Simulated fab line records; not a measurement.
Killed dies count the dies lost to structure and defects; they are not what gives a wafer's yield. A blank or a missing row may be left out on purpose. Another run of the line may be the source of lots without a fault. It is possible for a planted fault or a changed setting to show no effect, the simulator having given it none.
Which tool is to blame? + flow gf180mcu + Sampling: 6 lots, 18 wafers, 2 of 602 route steps

WHAT EACH GAUGE READ, for each wafer
GF_PSD_RS_MEAS_14: the measuring method here is four-point-probe.
| lot  | measured     | on            | NSD_RS (ohm/sq)   |
|------|--------------|---------------|-------------------|
| L209 | day 14 10:47 | film-metro-04 | 46.07 46.10 46.13 |
| L214 | day 16 10:29 | film-metro-04 | 46.06 46.05 46.12 |
| L219 | day 18 00:37 | film-metro-04 | 43.87 43.84 43.87 |
| L225 | day 20 08:10 | film-metro-02 | 45.96 46.05 46.04 |
| L227 | day 21 06:46 | film-metro-03 | 46.03 46.08 46.14 |
| L230 | day 22 03:28 | film-metro-04 | 46.14 46.05 46.14 |

EACH LOT AND THE TOOL THAT RAN IT (in order: tool; ch and the chambers of the sampled wafers; start)
| lot  | GF_PSD_RTA_13                    |
|------|----------------------------------|
| L209 | rtp-anneal-01 ch 0, day 14 10:42 |
| L214 | rtp-anneal-01 ch 0, day 16 10:19 |
| L219 | rtp-anneal-01 ch 0, day 18 00:31 |
| L225 | rtp-anneal-02 ch 0, day 20 08:05 |
| L227 | rtp-anneal-02 ch 0, day 21 06:41 |
| L230 | rtp-anneal-01 ch 0, day 22 03:23 |
- GF_PSD_RTA_13: time 20 s.

THE ANSWER, worked out from the rows above alone
Rule: the lots themselves supply what counts as usual. Put in order of their means at a reading, lots are off if they are a third of the lots or fewer, leave a main group of 4 or more, and stand apart from it by a gap of 3 or more times the standard deviation of the main group's means; of several such gaps the widest counts. Not used: any main group whose means are identical at the precision the tables above print for the reading. A lot without any number at a reading at which 4 lots or more have one is off too. Any other lot the step has rows for is counted as sound.
Off: at GF_PSD_RS_MEAS_14 (NSD_RS), L219. The main group: mean 46.08 ohm/sq, standard deviation 0.033.
A tool fits if, at a process step before that reading, it ran every lot that is off, and no sound lot after the first of them. The gauges at GF_PSD_RS_MEAS_14 are tried like those tools. Not one of the candidates tried fits.

WHAT WAS PUT IN BY THE SIMULATOR
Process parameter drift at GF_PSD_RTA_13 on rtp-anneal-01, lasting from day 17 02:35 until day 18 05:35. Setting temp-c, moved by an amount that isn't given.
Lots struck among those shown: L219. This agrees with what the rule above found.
